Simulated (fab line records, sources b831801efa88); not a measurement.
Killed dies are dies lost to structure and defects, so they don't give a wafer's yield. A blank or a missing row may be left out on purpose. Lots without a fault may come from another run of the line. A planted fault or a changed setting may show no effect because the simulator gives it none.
A struck lot beside a sound one | flow sky130 | 14 steps out of a route of 708
Sound: wafers L288.3, L288.5, L288.6. Struck: wafers L301.1, L301.2, L301.6. The cause comes at the end.
At each step with rows: each side's tool, then ch and its chambers, then its first start. Under that, the readings that differ: sound wafers | struck wafers | difference of the means | sigmas: that difference in standard deviations of wafers without a fault.
alike: readings whose means differ by less than 2 such deviations, and words and numbers that are the same on both sides. not compared: withheld readings, readings that some wafer has no value for, bounds like >300 that may hide the same value, and numbers for which the record gives no deviation and whose values overlap.
The two part at a step that has a row with sigmas, a row that says differs or no value, or rows on one side only. Numbers that don't overlap but have no deviation are shown without sigmas and don't part them. A reading that every wafer of one side lacks parts them only if that side has two wafers or more.

first, 1 step without rows for these wafers: SKY_GATE_OXIDE_WET_ETCH_12 (etches SiO2 in dHF, target depth 16.8 nm, time 336 s).
SKY_GATE_OXIDE_STRIP_13: strips in O2/N2.
  sound on plasma_asher-02 ch 0,1, day 14 03:16; struck on plasma_asher-03 ch 0,1, day 18 15:01
  reading                     | sound       | struck      | difference | sigmas
  drypump_motor_current_A (A) | 5.0 5.1 5.0 | 5.5 6.4 6.4 | +1.1       | +2
  alike: oes_product_au, strip_time_to_endpoint_s
  not compared: rf_hours_counter_h
SKY_GATE_OXIDE_TW_MEAS_14:
  sound on film_metro-02, day 14 03:22; struck on film_metro-01, day 18 15:07
  alike: GATE_OXIDE_TW
then, 3 steps without rows for these wafers: SKY_GATE_OXIDE_CLEAN_15 (cleans in SC1/SC2, time 150 s); SKY_GATE_OXIDE_OXIDATION_16 (stabilise 600 s, purge 300 s, target thk 3.57 nm); SKY_POLY_GATE_CVD_00 (deposits poly-Si, target thk 180 nm, time 720 s).
SKY_POLY_GATE_THK_MEAS_01:
  sound on film_metro-03, day 14 08:09; struck on film_metro-04, day 18 17:58
  alike: POLY_GATE_CVD_00_THK
then, 5 steps without rows for these wafers: SKY_RES_PROTECT_DEHYDRATE_00 (time 60 s); SKY_RES_PROTECT_HMDS_01 (prime time 60 s); SKY_RES_PROTECT_COAT_02 (resist thk 1140 nm); SKY_RES_PROTECT_SOFTBAKE_03 (time 60 s); SKY_RES_PROTECT_EXPOSE_04 (exposes mask RPM, target cd 1270 nm).
SKY_RES_PROTECT_PEB_05:
  sound on litho_track-01 ch 0, day 15 10:16; struck on litho_track-04, day 20 00:35
  reading         | sound          | struck | difference                    | sigmas
  exhaust_pa (Pa) | 45.2 45.2 45.8 | - - -  | no value on the struck wafers |
  not compared: chill_plate_temp_C
then, 1 step without rows for these wafers: SKY_RES_PROTECT_DEVELOP_06 (develop time 60 s).

WHERE THEY PART
First at SKY_GATE_OXIDE_STRIP_13; last, within this record, at SKY_RES_PROTECT_PEB_05.

WHY: what the simulator had put in
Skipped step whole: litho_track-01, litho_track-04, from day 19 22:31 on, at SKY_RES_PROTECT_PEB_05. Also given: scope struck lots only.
